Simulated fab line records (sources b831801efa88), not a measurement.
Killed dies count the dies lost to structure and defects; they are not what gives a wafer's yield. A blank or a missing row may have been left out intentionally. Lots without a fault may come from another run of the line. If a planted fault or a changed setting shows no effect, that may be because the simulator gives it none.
Struck lot and sound lot, side by side / flow gf180mcu / 18 steps out of a route of 602
Sound: these wafers, L356.3, L356.4, L356.6. Wafers L345.2, L345.3, L345.6 were the ones struck. The cause comes at the end.
Each step with rows lists, per side, the tool, then ch with its chambers, then its first start. Under that, the readings that differ: sound wafers / struck wafers / difference of the means / sigmas: that difference in standard deviations of wafers without a fault.
alike: readings whose means differ by less than 2 such deviations, and words and numbers that are the same on both sides. not compared: withheld readings, readings that some wafer has no value for, bounds like >300 that may hide the same value, and numbers for which the record gives no deviation and whose values overlap.
The two part at a step that has a row with sigmas, a row that says differs or no value, or rows on one side only. Non-overlapping numbers with no deviation appear without sigmas and do not part them. Lack of a reading on every wafer of one side parts them only where that side has two or more wafers.

first, 3 steps without rows for these wafers: GF_V2_EXPOSE_11 (exposes mask Via2, target cd 260 nm); GF_V2_PEB_12 (peb time 90 s); GF_V2_DEVELOP_13 (develop time 60 s).
GF_V2_CD_MEAS_14 targets a cd of 260 nm.
  sound: cdSem-02 at day 27 04:28; struck: cdSem-01 at day 23 16:27
  alike: cdNm
GF_V2_OVL_MEAS_15:
  sound: overlay-01 at day 27 04:34; struck: overlay-02 at day 23 16:34
  alike: V2_OVL
GF_V2_ETCH_16: etches BARC in N2/H2.
  sound on rieDiel-03 ch 0,2,3, day 27 04:35; struck on rieDiel-03 ch 0,2,3, day 23 16:35
  alike: chamberPressureMTorr, drypumpMotorCurrentA, oesProductAu, throttleValvePct
GF_V2_ETCH_17: etches SiO2 in C4F8/O2/Ar, stops on TiN, target depth 630 nm.
  sound on rieDiel-03 ch 0,2,3; struck on rieDiel-03 ch 0,2,3
  alike: chamberPressureMTorr, oesProductAu
GF_V2_STRIP_18: strips in O2/N2.
  sound on plasmaAsher-04 ch 0,1, day 27 04:45; struck on plasmaAsher-04 ch 0,1, day 23 16:43
  alike: chamberPressureMTorr, drypumpMotorCurrentA, heaterPowerW, o2FlowSccm, oesProductAu
  not compared: rfHoursCounterH
then, 3 steps without rows for these wafers: GF_V2_STRIP_19 (strips in post etch residue remover, time 1200 s); GF_V2_CLEAN_20 (cleans in DIW); GF_V2_SPUTTER_21 (material Ti, target thk 15 nm, time 80.02 s).
GF_V2_SPUTTER_22: material TiN, target thk 10 nm, time 40 s.
  sound: pvdSputter-02 at day 27 05:19; struck: pvdSputter-01 at day 23 17:19
  alike: throttleValvePct
GF_V2_CVD_23: deposits W, target thk 350 nm, time 104.94 s.
  sound on cvdW-02 ch 0,1, day 27 05:23; struck on cvdW-01 ch 0,1, day 23 17:21
reading=susceptorTempC (C); sound=400.19 400.03 399.50; struck=391.29 390.98 391.24; difference=-8.74; sigmas=-36
reading=model.W_of_V2_CVD_23.thkNm (nm); sound=347.8 351.1 348.8; struck=298.2 295 294.8; difference=-53.2; sigmas=
  alike: heaterPowerW
GF_V2_RS_MEAS_24: a four-point-probe measurement.
  sound: filmMetro-02 at day 27 05:30; struck: filmMetro-04 at day 23 17:46
reading=V2_W_RS (ohm/sq); sound=0.330 0.326 0.328; struck=0.385 0.389 0.389; difference=+0.060; sigmas=+16
  not compared: hold
GF_V2_THK_MEAS_25: measures by xrf.
  sound: filmMetro-02 at day 27 05:36; struck: filmMetro-04 at day 23 21:47
reading=V2_W_THK (nm); sound=373 379 375; struck=307 304 306; difference=-70; sigmas=-12
  not compared: hold
GF_V2_CMP_26: polishes, stops on SiO2, t overpolish 15 s, target thk 0 nm.
  sound on cmp-02 ch 0,1,3, day 27 05:38; struck on cmp-01 ch 0,1, day 24 01:38
reading=hold; sound=- - -; struck=awaitDispo/3.8h/release awaitDispo/3.8h/release awaitDispo/3.8h/release; difference=no value on the sound wafers; sigmas=
reading=timeToEndpointS (s); sound=85 85 83; struck=75 72 77; difference=-10; sigmas=-3
  alike: motorCurrentA
GF_M3_SPUTTER_00: material Ti, target thk 37.5 nm, time 150 s.
  sound: pvdSputter-04 at day 27 05:56; struck: pvdSputter-01 at day 24 01:56
  alike: throttleValvePct
then, 1 step without rows for these wafers: GF_PASSIVATION_PROBE_99.

== WHERE THEY PART ==
Last at GF_V2_CMP_26 as far as this record goes, first at GF_V2_CVD_23. Later steps at which nothing parts them and some readings are alike: GF_M3_SPUTTER_00.

WHY: what had been put in by the simulator
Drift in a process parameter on cvdW-01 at GF_V2_CVD_23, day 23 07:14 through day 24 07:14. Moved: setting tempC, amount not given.
